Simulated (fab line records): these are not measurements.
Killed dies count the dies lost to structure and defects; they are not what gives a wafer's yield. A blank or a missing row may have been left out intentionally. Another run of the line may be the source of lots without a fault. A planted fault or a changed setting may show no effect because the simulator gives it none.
Chamber matching / flow gf180mcu / cmp-02 running GF_V4_CMP_26: 4 sister chambers
The step polishes, stops on SiO2, t overpolish 15 s, target thk 0 nm. 7 wafers are shown with their chamber, then 7 later ones without.

== WAFERS PAIRED WITH THEIR CHAMBERS ==
wafer=L142.2; chamber=0; motor-current-A (A)=11.3; edge-zone-pressure-frac=0.995
wafer=L142.3; chamber=2; motor-current-A (A)=13.1; edge-zone-pressure-frac=0.994
wafer=L144.2; chamber=0; motor-current-A (A)=10.9; edge-zone-pressure-frac=0.995
wafer=L144.3; chamber=3; motor-current-A (A)=12.3; edge-zone-pressure-frac=1.002
wafer=L144.4; chamber=1; motor-current-A (A)=11.6; edge-zone-pressure-frac=0.998
wafer=L146.2; chamber=3; motor-current-A (A)=12.0; edge-zone-pressure-frac=0.998
wafer=L146.3; chamber=1; motor-current-A (A)=11.7; edge-zone-pressure-frac=1.008

== WAFERS WITH NO CHAMBER GIVEN ==
wafer=L146.5; motor-current-A (A)=13.1; edge-zone-pressure-frac=0.991
wafer=L149.3; motor-current-A (A)=11.7; edge-zone-pressure-frac=0.996
wafer=L149.5; motor-current-A (A)=10.9; edge-zone-pressure-frac=1.011
wafer=L149.6; motor-current-A (A)=12.1; edge-zone-pressure-frac=0.999
wafer=L150.1; motor-current-A (A)=12.5; edge-zone-pressure-frac=1.009
wafer=L150.2; motor-current-A (A)=11.4; edge-zone-pressure-frac=1.005
wafer=L150.4; motor-current-A (A)=11.4; edge-zone-pressure-frac=0.997

== CHAMBER TAKEN BY EACH ==
wafer=L146.5; from the rows above=2; in truth=2
wafer=L149.3; from the rows above=can't be placed: 1 or 3 or 0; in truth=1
wafer=L149.5; from the rows above=can't be placed: 0 or 1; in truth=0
wafer=L149.6; from the rows above=3; in truth=3
wafer=L150.1; from the rows above=can't be placed: 3 or 1 or 2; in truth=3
wafer=L150.2; from the rows above=can't be placed: 1 or 0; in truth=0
wafer=L150.4; from the rows above=can't be placed: 0 or 1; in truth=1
Placed correctly: 2 of 7. Not placeable from these rows: 5 (in 5, the candidates include the true chamber). Placed wrongly: 0.
How it was worked out, from the rows above alone: a wafer's distance from a chamber is the root of the sum, over the readings, of the square of ((its reading less the chamber's mean) divided by the reading's scatter). The wafer belongs to the nearest chamber; if the next one is less than 2 further off, it can't be placed. For every chamber, the mean is computed from those of its wafers that are shown. The scatter: take each reading less its chamber's mean, square it, sum over the shown wafers, divide by the number of wafers less the number of chambers, and take the root.
